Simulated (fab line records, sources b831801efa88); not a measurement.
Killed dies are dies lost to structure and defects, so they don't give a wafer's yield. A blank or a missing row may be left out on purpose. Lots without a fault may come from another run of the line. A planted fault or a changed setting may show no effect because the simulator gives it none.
Which tool did it? | flow sky130 | 7 lots, 21 wafers sampled, at 3 steps of a route of 708

WHAT THE GAUGES READ, wafer by wafer
SKY_LDD_HVN_TW_MEAS_10.
lot  | measured     | on            | LDD_HVN_TW
L542 | day 22 12:56 | film_metro-03 | 1449 1450 1444
L545 | day 23 20:33 | film_metro-04 | 1438 1448 1443
L546 | day 24 01:44 | film_metro-04 | 1436 1441 1437
L549 | day 25 02:44 | film_metro-02 | 1451 1443 1445
L553 | day 26 10:12 | film_metro-04 | 30 30 30
L558 | day 28 09:16 | film_metro-02 | 1458 1456 1459
L560 | day 28 23:58 | film_metro-03 | 1447 1448 1453

WHICH TOOL RAN EACH LOT (tool, then ch and the chambers of the sampled wafers, then the start)
lot  | SKY_LDD_P_STRIP_10                   | SKY_LDD_HVN_STRIP_09
L542 | plasma_asher-04 ch 0,1, day 21 05:33 | plasma_asher-02 ch 0,1, day 22 12:50
L545 | plasma_asher-01 ch 0,1, day 22 14:05 | plasma_asher-02 ch 0,1, day 23 20:28
L546 | plasma_asher-04 ch 0,1, day 22 19:37 | plasma_asher-03 ch 0,1, day 24 01:38
L549 | plasma_asher-01 ch 0,1, day 23 21:01 | plasma_asher-02 ch 0,1, day 25 02:39
L553 | plasma_asher-04 ch 0,1, day 25 03:55 | plasma_asher-03 ch 0,1, day 26 10:07
L558 | plasma_asher-02 ch 0,1, day 27 04:20 | plasma_asher-03 ch 0, day 28 09:10
L560 | plasma_asher-02 ch 0,1, day 27 18:51 | plasma_asher-01 ch 0,1, day 28 23:52
- SKY_LDD_P_STRIP_10: strips in O2/N2.
- SKY_LDD_HVN_STRIP_09: strips in O2/N2.

THE ANSWER, worked out from the rows above alone
Rule: what is usual is taken from the lots themselves. Put in order of their means at a reading, lots are off if they are a third of the lots or fewer, leave a main group of 4 or more, and stand apart from it by a gap of 3 or more times the standard deviation of the main group's means; of several such gaps the widest counts. A main group whose means are all the same, to the digits that the tables above print for the reading, isn't used. A lot without any number at a reading at which 4 lots or more have one is off too. The other lots that the step has rows for count as sound.
Off: L553, at SKY_LDD_HVN_TW_MEAS_10 (LDD_HVN_TW). The main group: mean 1447, standard deviation 6.
A tool fits if, at a process step before that reading, it ran every lot that is off, and no sound lot after the first of them. The gauges at SKY_LDD_HVN_TW_MEAS_10 are tried like those tools. Can't be told from this: 2 tools fit, plasma_asher-04 at SKY_LDD_P_STRIP_10, film_metro-04 at SKY_LDD_HVN_TW_MEAS_10.

WHAT THE SIMULATOR HAD PUT IN
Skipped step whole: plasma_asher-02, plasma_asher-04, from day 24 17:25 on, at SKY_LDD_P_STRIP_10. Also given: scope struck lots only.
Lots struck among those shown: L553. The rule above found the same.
